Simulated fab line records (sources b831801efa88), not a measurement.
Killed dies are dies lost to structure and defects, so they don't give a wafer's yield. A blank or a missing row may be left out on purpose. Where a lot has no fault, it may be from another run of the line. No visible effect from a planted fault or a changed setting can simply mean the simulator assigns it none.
Chamber matching    flow sky130    SKY_FIELD_ISO_CMP_27 on cmp-01 has 4 sister chambers
The step polishes, stops on Si3N4, t overpolish 16 s, target thk 457.8 nm. 14 wafers are shown with their chamber, then 7 later ones without.

WAFERS WITH THEIR CHAMBER
wafer   chamber  motor_current_A (A)  time_to_endpoint_s (s)  overpolish_run_s (s)
L405.1  2        13.1                 108                     16.017
L405.3  0        10.5                 105                     15.996
L405.5  0        11.0                 114                     16.006
L408.1  1        12.3                 112                     15.991
L408.4  3        11.1                 109                     15.996
L408.5  3        10.9                 110                     16.008
L414.1  2        13.1                 104                     15.997
L414.2  1        11.7                 107                     16.014
L414.4  3        10.2                 104                     16.007
L418.2  0        10.7                 111                     15.997
L418.3  3        10.2                 103                     16.011
L418.5  3        10.4                 104                     15.992
L425.1  1        11.9                 111                     16.015
L425.2  3        9.8                  111                     16.002

SIGNATURES (means of the wafers above)
reading             chamber 0  chamber 1  chamber 2  chamber 3  scatter within a chamber
motor_current_A     10.733     11.967     13.100     10.433     0.386
time_to_endpoint_s  110.00     110.00     106.00     106.83     3.56
overpolish_run_s    15.99967   16.00667   16.00700   16.00267   0.00951
Rule: a wafer's distance from a chamber is the root of the sum, over the readings, of the square of ((its reading less the chamber's mean) divided by the reading's scatter). If the next closest chamber is less than 2 further off than the closest, the wafer can't be placed; otherwise it belongs to the closest. The scatter: the root of (the sum of the squares of (reading less its chamber's mean) over the shown wafers, divided by (wafers less chambers)).

WAFERS WHOSE CHAMBER IS MISSING
wafer   motor_current_A (A)  time_to_endpoint_s (s)  overpolish_run_s (s)
L425.5  12.0                 114                     16.003
L426.1  11.0                 108                     16.013
L426.2  13.6                 104                     15.998
L426.3  10.4                 107                     15.995
L428.2  10.6                 110                     15.999
L428.3  12.8                 111                     15.996
L428.6  12.1                 113                     15.979

WHICH CHAMBER EACH WENT THROUGH
wafer   from the rows above           in truth
L425.5  1                             1
L426.1  can't be placed: 0 or 3 or 1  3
L426.2  2                             2
L426.3  can't be placed: 3 or 0       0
L428.2  can't be placed: 0 or 3       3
L428.3  can't be placed: 2 or 1       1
L428.6  can't be placed: 1 or 0 or 2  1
2 of 7 placed correctly. Unplaceable from these rows: 5, with the true chamber sitting among the candidates in 5. 0 placed wrongly.
